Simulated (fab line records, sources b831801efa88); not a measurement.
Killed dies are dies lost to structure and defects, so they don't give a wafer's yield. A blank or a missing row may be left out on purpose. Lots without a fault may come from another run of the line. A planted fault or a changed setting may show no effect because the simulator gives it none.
Chamber matching | flow gf180mcu | GF_V1_CMP_04 on cmp-02: 4 sister chambers
The step polishes SiO2. 7 wafers are shown with their chamber, then 7 later ones without.

WAFERS WITH THEIR CHAMBER
wafer  | chamber | motor_current_A (A) | time_to_endpoint_s (s)
L684.1 | 0       | 11.3                | 86
L684.4 | 1       | 9.7                 | 91
L686.1 | 2       | 14.3                | 76
L686.3 | 3       | 12.1                | 83
L686.4 | 1       | 9.2                 | 87
L690.3 | 2       | 14.2                | 87
L690.4 | 3       | 10.9                | 91

WAFERS WITHOUT THEIR CHAMBER
wafer  | motor_current_A (A) | time_to_endpoint_s (s)
L690.6 | 14.4                | 83
L691.2 | 11.3                | 84
L691.3 | 9.8                 | 83
L691.6 | 11.0                | 90
L696.1 | 9.6                 | 87
L696.5 | 9.6                 | 85
L696.6 | 14.5                | 80

WHICH CHAMBER EACH WENT THROUGH
wafer  | from the rows above     | in truth
L690.6 | 2                       | 2
L691.2 | can't be placed: 0 or 3 | 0
L691.3 | can't be placed: 1 or 0 | 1
L691.6 | can't be placed: 0 or 3 | 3
L696.1 | 1                       | 1
L696.5 | 1                       | 1
L696.6 | 2                       | 2
Placed correctly: 4 of 7. Can't be placed from these rows: 3 (the true chamber is among the candidates in 3). Placed wrongly: 0.
How it was worked out, from the rows above alone: a wafer's distance from a chamber is the root of the sum, over the readings, of the square of ((its reading less the chamber's mean) divided by the reading's scatter). The wafer belongs to the nearest chamber; if the next one is less than 2 further off, it can't be placed. A chamber's mean is the mean of its shown wafers. The scatter: the root of (the sum of the squares of (reading less its chamber's mean) over the shown wafers, divided by (wafers less chambers)).
